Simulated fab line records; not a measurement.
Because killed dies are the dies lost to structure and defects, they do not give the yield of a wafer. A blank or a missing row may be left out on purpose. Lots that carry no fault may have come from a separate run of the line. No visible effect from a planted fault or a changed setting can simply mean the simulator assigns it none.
Problem report, 8D (eight disciplines) form, completed by code -- flow gf180mcu -- the parts of the form that need people (team, actions taken, sign-off) are left out

1. PROBLEM STATEMENT
M1_ALCU_RS at GF_M1_RS_MEAS_05 reads a mean of 0.0656 ohm/sq on 1 wafer of 1 lot; wafers without a fault read 0.0694 ohm/sq with a standard deviation of 0.0007. Measured from the usual mean, that is -5.4 standard deviations.
The step: measures by four-point-probe.
Earliest sighting: wafer L695.5 on film metro-01 at day 21 07:47. Wafers with a number at this step in the record: 33, from 11 lots. By rule, "out" or "out of limits" means more than 4 standard deviations away from the usual mean. Any other wafer with a number is counted as sound.

2. WHAT IT IS, WHAT IT ISN'T
question,is,is not
which readings at this step,M1_ALCU_RS,-
which lots,L695,"L681, L683, L684, L685, L688, L689, L690, L700, L701, L702"
which wafers of those lots,L695.5,"L695.2, L695.4"
read on which gauges,film metro-01,"film metro-02, film metro-03"
when,from day 21 07:47,"up to then (23 sound wafers); but 9 sound wafers of L700, L701, L702 came after"

3. WHAT RULES OUT EACH SUSPECT
Counting: a tool at a process step up to the reading stays a suspect if it ran every lot that is out. Sound lots after the first of them don't rule it out here, since some wafers of a struck lot are sound.
- ruled out: the gauge at GF_M1_RS_MEAS_05. All the wafers that are out were read on film metro-01, but those of them that GF_M1_SPUTTER_02 has rows for are out there too, on other tools.
- pvd sputter-03 at GF_M1_SPUTTER_02 (material AlCu, target thk 450 nm, time 23.9 s): kept. L695, the lot that is out, went through it at day 21 07:41; up to then, the latest sound lot through it was L690 at day 19 10:45. Its own readings are out on those wafers: cathode dc power W.
Left after counting: pvd sputter-03 at GF_M1_SPUTTER_02.

4. THE CAUSE (what the simulator had put in)
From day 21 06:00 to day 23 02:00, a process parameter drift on pvd sputter-03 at GF_M1_SPUTTER_02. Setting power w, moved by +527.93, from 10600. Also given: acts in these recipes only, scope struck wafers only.
This tool alone remained once counting was done.

5. THE EFFECT CHAIN, in route order
Rows list readings where the struck wafers' mean (over those with a number) sits beyond 3 standard deviations from the usual. Readings are gone through only where the record gives a usual standard deviation; hours: the median, over the lots, of the time from a lot's start at the first step in this table giving one to that lot's start at this step; sigmas: the change measured in usual standard deviations.
hours,step,reading,usual,on struck wafers,change,sigmas
0,GF_M1_SPUTTER_02,cathode dc power W,10600 W,11128,+528,+99 or more
0,GF_M1_RS_MEAS_05,M1_ALCU_RS,0.0694 ohm/sq,0.0656,-0.0038,-5.4
0,GF_M1_THK_MEAS_06,M1_ALCU_THK,448 nm,470,+22,+4.2
The process steps in it:
- GF_M1_SPUTTER_02: material AlCu, target thk 450 nm, time 23.9 s.

6. HOW IT WOULD HAVE BEEN CAUGHT EARLIER
Counted from the fault's start at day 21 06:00, it took 2 hours until the first out-of-limits reading at a measuring or inspecting step in this record, taken at day 21 07:47.
Tool's own readings at GF_M1_SPUTTER_02, cathode dc power W: out on all struck wafers the step has rows for; an alarm limit on them would have tripped on the first.
All the lots that are out (1) had begun GF_M1_SPUTTER_02 on pvd sputter-03 by day 21 07:47. None of them would have been spared by holding the tool at that moment.
